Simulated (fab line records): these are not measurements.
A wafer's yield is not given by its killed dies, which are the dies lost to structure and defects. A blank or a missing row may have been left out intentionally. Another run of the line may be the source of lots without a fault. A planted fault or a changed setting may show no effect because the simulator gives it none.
Matching of chambers -- flow sky130 -- 4 sister chambers for SKY_LI_CONTACT_CMP_24 on cmp-01
The step polishes, stops on PSG, t overpolish 20 s, target thk 0 nm. 4 wafers are shown with their chamber, then 9 later ones without.

== WAFERS, EACH WITH ITS CHAMBER ==
wafer,chamber,motorCurrentA (A)
L089.1,1,10.8
L091.1,0,11.4
L091.3,3,9.1
L091.4,2,12.2

== WAFERS MISSING THEIR CHAMBER ==
wafer,motorCurrentA (A)
L092.1,9.6
L092.4,10.3
L092.6,12.0
L093.1,9.9
L093.2,11.2
L093.4,9.7
L094.2,11.1
L094.3,10.3
L094.4,12.1

== CHAMBER TAKEN BY EACH ==
wafer,from the rows above,in truth
L092.1,can't be placed: 3 or 1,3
L092.4,can't be placed: 1 or 0 or 3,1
L092.6,can't be placed: 2 or 0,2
L093.1,can't be placed: 3 or 1 or 0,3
L093.2,can't be placed: 0 or 1 or 2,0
L093.4,can't be placed: 3 or 1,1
L094.2,can't be placed: 1 or 0 or 2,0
L094.3,can't be placed: 1 or 0 or 3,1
L094.4,can't be placed: 2 or 0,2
Correct placement for 0 of the 9. From these rows, 9 cannot be placed; in 9 the true chamber is one of the candidates. Wrongly placed: 0.
How it was worked out, from the rows above alone: a wafer's distance from a chamber is the root of the sum, over the readings, of the square of ((its reading less the chamber's mean) divided by the reading's scatter). The wafer belongs to the nearest chamber; if the next one is less than 2 further off, it can't be placed. Each chamber's mean is taken over the wafers shown for it. The scatter: root of mean squared gap, hidden wafer to nearest shown wafer, with one shown wafer a chamber.
